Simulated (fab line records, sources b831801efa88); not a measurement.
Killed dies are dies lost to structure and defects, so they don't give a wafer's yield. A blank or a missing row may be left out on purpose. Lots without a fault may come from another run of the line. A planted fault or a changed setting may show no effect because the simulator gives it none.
One fault seen from 2 desks | flow gf180mcu | each desk has only its own numbers; what lay behind them comes last

THE TOOL OWNER'S DESK: implanter-02
The tool's own readings at GF_VT_IMPLANT_IMPLANT_19: means of the sampled wafers that have a number, for each lot that ran on this tool. A lot is out of limits, marked OUT, if its mean lies more than 4 standard deviations from the usual mean; the brackets give that distance.
Columns: A = tilt_deg at GF_VT_IMPLANT_IMPLANT_19, usual 7.000 degrees
lot  | first seen here | A
L505 | day 7 09:58     | 6.985
L517 | day 10 20:34    | 0.035 (-99 or more) OUT
L518 | day 10 22:07    | -0.020 (-99 or more) OUT
This desk's finding: out of limits on L517, L518; first on L517, day 10 20:34 (tilt_deg at GF_VT_IMPLANT_IMPLANT_19). In limits: L505.

THE METROLOGY DESK
What the gauges read, lot by lot, whatever tool the lot ran on: means of the sampled wafers that have a number. A lot is out of limits, marked OUT, if its mean lies more than 4 standard deviations from the usual mean; the brackets give that distance.
Columns: A = LVPWELL_TW at GF_LVPWELL_TW_MEAS_11, usual 558; B = VT_IMPLANT_2_TW at GF_VT_IMPLANT_TW_MEAS_21, usual 1210
lot  | first seen here | A   | B
L501 | day 3 23:01     | 554 | 1203
L505 | day 4 20:13     | 558 | 1219
L506 | day 5 03:52     | 554 | 1223
L507 | day 5 10:25     | 557 | 1207
L508 | day 5 14:49     | 552 | 1204
L510 | day 6 02:02     | 559 | 1200
L513 | day 6 17:29     | 554 | 1219
L517 | day 7 22:29     | 563 | 1073 (-20) OUT
L518 | day 7 23:47     | 563 | 1079 (-20) OUT
L520 | day 8 13:24     | 560 | 1208
L521 | day 8 18:23     | 558 | 1209
L522 | day 9 02:33     | 557 | 1212
L524 | day 9 12:56     | 557 | 1211
This desk's finding: out of limits on L517, L518; first on L517, day 10 20:49 (VT_IMPLANT_2_TW at GF_VT_IMPLANT_TW_MEAS_21). In limits: L501, L505, L506, L507, L508, L510, L513, L520, L521, L522, L524.

PUT TOGETHER
The tool owner's desk could have raised an alarm at day 10 20:34, on L517, L518.
The metrology desk could have raised an alarm at day 10 20:49, on L517, L518.
Of the lots named, all ran GF_VT_IMPLANT_IMPLANT_19 on implanter-02.

WHAT THE SIMULATOR HAD PUT IN
Process parameter drift: implanter-02, from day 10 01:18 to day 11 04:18, at GF_VT_IMPLANT_IMPLANT_19. Setting tilt_deg, moved by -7, from 7. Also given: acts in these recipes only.
Lots struck among those shown: L517, L518.
Hours from the fault's start to each desk's first reading out of limits: the tool owner's desk, 19; the metrology desk, 20.
